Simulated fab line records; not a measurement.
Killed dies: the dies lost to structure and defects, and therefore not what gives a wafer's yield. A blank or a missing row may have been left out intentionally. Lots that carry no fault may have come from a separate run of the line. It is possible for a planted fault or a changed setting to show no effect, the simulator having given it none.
A single fault, viewed from 2 desks | flow sky130 | what lay behind the numbers comes last; until then each desk has only its own

FOR THE TOOL OWNER'S DESK: pvdSputter-03
At SKY_CAPM_SPUTTER_02 (material TiN, target thk 200 nm, time 166.7 s) the tool's own readings: per lot run on this tool, the mean of the sampled wafers that have a number. A lot is out of limits, marked OUT, if its mean lies more than 4 standard deviations from the usual mean; the brackets give that distance.
Columns: A = throttleValvePct at SKY_CAPM_SPUTTER_02, usual 29.8 %
lot  | first seen here | A
L798 | day 37 17:59    | 29.9
L799 | day 38 05:44    | 29.3
L806 | day 41 23:44    | 29.4
L807 | day 42 00:22    | 30.5
L808 | day 42 02:57    | 29.9
This desk's verdict: no lot among the 5 shows anything out of limits.

FROM THE METROLOGY DESK
Means of the sampled wafers that have a number, per lot and without regard to the tool the lot ran on: this is what the gauges read. A lot is out of limits, marked OUT, if its mean lies more than 4 standard deviations from the usual mean; the brackets give that distance.
Columns: A = CAPM_TIN_RS at SKY_CAPM_RS_MEAS_03, usual 6.95 ohm/sq; B = CAPM_TIN_THK at SKY_CAPM_THK_MEAS_04, usual 199.5 nm
lot  | first seen here | A               | B
L798 | day 37 18:07    | 6.93            | 199.3
L800 | day 38 02:22    | 6.90            | 200.5
L799 | day 38 05:50    | 6.90            | 200.5
L806 | day 41 23:50    | 6.88            | 202.0
L807 | day 42 00:31    | 7.42 (+6.3) OUT | 188.3 (-4.6) OUT
L808 | day 42 03:04    | 7.37 (+5.7) OUT | 189.2 (-4.3) OUT
L812 | day 42 10:22    | 6.93            | 199.7
L813 | day 42 15:20    | 7.08            | 195.4
L814 | day 42 15:35    | 7.00            | 199.6
L816 | day 43 06:56    | 7.05            | 195.9
Finding of this desk: L807, L808 out of limits, first seen on L807 at day 42 00:31 (CAPM_TIN_RS at SKY_CAPM_RS_MEAS_03). L798, L800, L799, L806, L812, L813, L814, L816: within limits.

BROUGHT TOGETHER
L807, L808 would have let the metrology desk raise an alarm at day 42 00:31.
The tool owner's desk saw nothing out of limits.
Tool owner's desk: L807, L808 on record, inside its limits.
Of the lots named, all ran SKY_CAPM_SPUTTER_02 on pvdSputter-03.

WHAT HAD BEEN PUT IN BY THE SIMULATOR
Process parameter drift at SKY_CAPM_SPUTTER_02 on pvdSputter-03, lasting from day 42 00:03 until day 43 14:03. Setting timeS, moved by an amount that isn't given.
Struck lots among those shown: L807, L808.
Per desk, hours elapsed from the start of the fault to the first reading out of limits: for the metrology desk, 0.
